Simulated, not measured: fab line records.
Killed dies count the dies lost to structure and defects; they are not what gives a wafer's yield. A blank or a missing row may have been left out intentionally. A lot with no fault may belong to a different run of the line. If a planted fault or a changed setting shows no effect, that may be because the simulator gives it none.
The same fault as seen by 2 desks -- flow gf180mcu -- numbers are kept per desk, each desk with only its own; the story behind them comes last

## AT THE TOOL OWNER'S DESK: plasma asher-04
The tool's own readings at GF_NSD_STRIP_11 (strips in O2/N2): means of the sampled wafers that have a number, for each lot that ran on this tool. The brackets show how far a lot's mean lies from the usual mean; more than 4 standard deviations puts the lot out of limits, marked OUT.
Columns: A = drypump motor current A at GF_NSD_STRIP_11, usual 6.0 A; B = heater power w at GF_NSD_STRIP_11, usual 343 W; C = oes product au at GF_NSD_STRIP_11, usual 0.487 a.u.; D = strip time to endpoint s at GF_NSD_STRIP_11, usual 22.96 s
lot,first seen here,A,B,C,D
L996,day 13 15:43,5.8,355,0.486,22.94
L998,day 14 16:32,6.1,357,0.480,22.94
L999,day 15 01:48,6.1,358,0.487,22.90
L101,day 15 09:52,5.5,352,0.485,22.91
L102,day 15 23:01,5.8,352,0.486,22.97
L106,day 17 01:24,5.8,350,0.490,23.01
L108,day 17 21:43,6.1,361,0.491,22.97
L117,day 20 21:20,6.0,358,0.485,23.01
Result from this desk: across the 8 lots, nothing is out of limits.

## FROM THE METROLOGY DESK
Lot by lot, what the gauges showed, no matter which tool ran the lot: averages of those sampled wafers that carry a number. The brackets show how far a lot's mean lies from the usual mean; more than 4 standard deviations puts the lot out of limits, marked OUT.
Columns: A = V5_CVD_00_THK at GF_V5_THK_MEAS_01, usual 299 nm; B = V5_CVD_02_THK at GF_V5_THK_MEAS_03, usual 1447 nm
lot,first seen here,A,B
L995,day 26 20:44,297,1462
L996,day 26 22:11,301,1452
L997,day 27 00:19,297,1454
L998,day 27 15:50,303,1449
L999,day 28 00:48,299,1420
L100,day 28 16:05,297,1434
L101,day 28 16:55,300,1459
L102,day 28 19:38,297,1455
L106,day 29 17:21,293,1448
L108,day 30 12:36,301,1440
L114,day 32 02:26,301,1444
L115,day 32 04:50,301,1457
L117,day 32 14:40,302,1453
L118,day 33 00:43,296,1446
Result from this desk: across the 14 lots, nothing is out of limits.

## PUT TOGETHER
Nothing out of limits was seen by the tool owner's desk.
Nothing out of limits was seen by the metrology desk.

## WHAT THE SIMULATOR HAD PUT IN
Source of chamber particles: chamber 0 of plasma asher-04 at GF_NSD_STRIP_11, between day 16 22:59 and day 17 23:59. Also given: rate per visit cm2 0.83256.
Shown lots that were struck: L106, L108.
